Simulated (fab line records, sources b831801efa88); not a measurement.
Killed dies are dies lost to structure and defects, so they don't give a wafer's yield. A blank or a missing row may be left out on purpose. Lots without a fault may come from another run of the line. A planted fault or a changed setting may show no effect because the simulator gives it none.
Which tool did it? | flow sky130 | 12 lots, 36 wafers sampled, at 3 steps of a route of 708

WHAT THE GAUGES READ, wafer by wafer
SKY_VIA4_OVL_MEAS_11. Usual: VIA4_OVL 0.3 nm, standard deviation 1.3.
lot  | measured     | on         | VIA4_OVL (nm)  | flag
L298 | day 43 01:31 | overlay-01 | 0.3 -1.0 -1.7  |
L299 | day 43 08:36 | overlay-02 | -1.2 -2.1 -2.8 |
L301 | day 44 00:14 | overlay-02 | 0.3 1.3 -0.2   |
L309 | day 45 22:14 | overlay-02 | 0.1 -0.9 -0.9  |
L311 | day 46 16:55 | overlay-02 | 1.0 2.0 2.4    |
L312 | day 46 20:17 | overlay-02 | 2.0 1.2 3.2    |
L314 | day 47 08:58 | overlay-02 | 1.2 2.1 2.2    |
L315 | day 47 10:20 | overlay-01 | -1.4 -0.4 -1.2 |
L316 | day 48 00:44 | overlay-02 | -0.1 0.5 -1.1  |
L319 | day 48 20:01 | overlay-02 | 1.1 -1.0 -0.2  |
L320 | day 49 00:23 | overlay-02 | 2.2 2.2 3.0    |
L321 | day 49 07:17 | overlay-02 | 0.5 0.6 2.1    |

WHICH TOOL RAN EACH LOT (tool, then ch and the chambers of the sampled wafers, then the start)
lot  | SKY_VIA1_ETCH_15                   | SKY_CAP2M_SPUTTER_02
L298 | rie_diel-04 ch 1,2, day 34 00:56   | pvd_sputter-01, day 39 20:28
L299 | rie_diel-03 ch 2,3, day 34 09:09   | pvd_sputter-04, day 40 04:24
L301 | rie_diel-03 ch 2,3, day 35 03:15   | pvd_sputter-04, day 40 21:31
L309 | rie_diel-03 ch 0,1, day 37 09:59   | pvd_sputter-04, day 43 01:08
L311 | rie_diel-02 ch 1,2, day 38 08:21   | pvd_sputter-04, day 43 21:31
L312 | rie_diel-02 ch 1,2, day 38 12:54   | pvd_sputter-01, day 44 01:29
L314 | rie_diel-04 ch 1,2, day 39 07:20   | pvd_sputter-03, day 44 16:21
L315 | rie_diel-03 ch 0,1,3, day 39 07:41 | pvd_sputter-03, day 44 18:15
L316 | rie_diel-03 ch 1,2,3, day 40 01:41 | pvd_sputter-03, day 45 09:51
L319 | rie_diel-03 ch 0,1, day 41 02:06   | pvd_sputter-04, day 46 06:46
L320 | rie_diel-03 ch 1,3, day 41 08:47   | pvd_sputter-04, day 46 11:55
L321 | rie_diel-03 ch 0,1,3, day 41 17:27 | pvd_sputter-04, day 46 19:46
- SKY_VIA1_ETCH_15: etches SiO2 in C4F8/O2/Ar, stops on TiN, target depth 351 nm, time 54 s.
- SKY_CAP2M_SPUTTER_02: material TiN, target thk 200 nm, time 166.7 s.

WHAT THE TOOLS THEMSELVES READ (means of the sampled wafers that have a number; where no wafer has one, the mark that the record gives instead)
SKY_VIA1_ETCH_15. Usual: oes_product_au 0.981 a.u., standard deviation 0.0061; rf_fwd_power_W 1488 W, standard deviation 6.8.
lot  | tool        | oes_product_au (a.u.) | rf_fwd_power_W (W) | flag
L298 | rie_diel-04 | 0.979                 | 1485               |
L299 | rie_diel-03 | 0.978                 | 1487               |
L301 | rie_diel-03 | 0.983                 | 1493               |
L309 | rie_diel-03 | 0.981                 | 1491               |
L311 | rie_diel-02 | 0.982                 | 1483               |
L312 | rie_diel-02 | 0.975                 | 1484               |
L314 | rie_diel-04 | 0.982                 | 1489               |
L315 | rie_diel-03 | 0.976                 | 1491               |
L316 | rie_diel-03 | 0.979                 | 1494               |
L319 | rie_diel-03 | 0.981                 | 1489               |
L320 | rie_diel-03 | 0.980                 | 1491               |
L321 | rie_diel-03 | 0.977                 | 1492               |

SKY_CAP2M_SPUTTER_02. Usual: throttle_valve_pct 29.9 %, standard deviation 0.71.
lot  | tool           | throttle_valve_pct (%) | flag
L298 | pvd_sputter-01 | 29.7                   |
L299 | pvd_sputter-04 | 29.5                   |
L301 | pvd_sputter-04 | 29.6                   |
L309 | pvd_sputter-04 | 29.6                   |
L311 | pvd_sputter-04 | 29.8                   |
L312 | pvd_sputter-01 | 29.9                   |
L314 | pvd_sputter-03 | 30.5                   |
L315 | pvd_sputter-03 | 30.5                   |
L316 | pvd_sputter-03 | 30.8                   |
L319 | pvd_sputter-04 | 29.5                   |
L320 | pvd_sputter-04 | 30.0                   |
L321 | pvd_sputter-04 | 29.8                   |

THE ANSWER, worked out from the rows above alone
Rule: a lot is off if the mean of its wafers that have a number lies more than 3 standard deviations from the usual mean. A lot without any number at a reading at which 4 lots or more have one is off too. The other lots that the step has rows for count as sound. The gauges are gone through in route order, then the tools' own readings, and for those a lot's mean is taken as printed above. The first step at which some lot is off is used, and at that step the reading that is off furthest; a lot without a number counts as furthest.
No lot is off at any reading shown: from this, nothing can be told.

WHAT THE SIMULATOR HAD PUT IN
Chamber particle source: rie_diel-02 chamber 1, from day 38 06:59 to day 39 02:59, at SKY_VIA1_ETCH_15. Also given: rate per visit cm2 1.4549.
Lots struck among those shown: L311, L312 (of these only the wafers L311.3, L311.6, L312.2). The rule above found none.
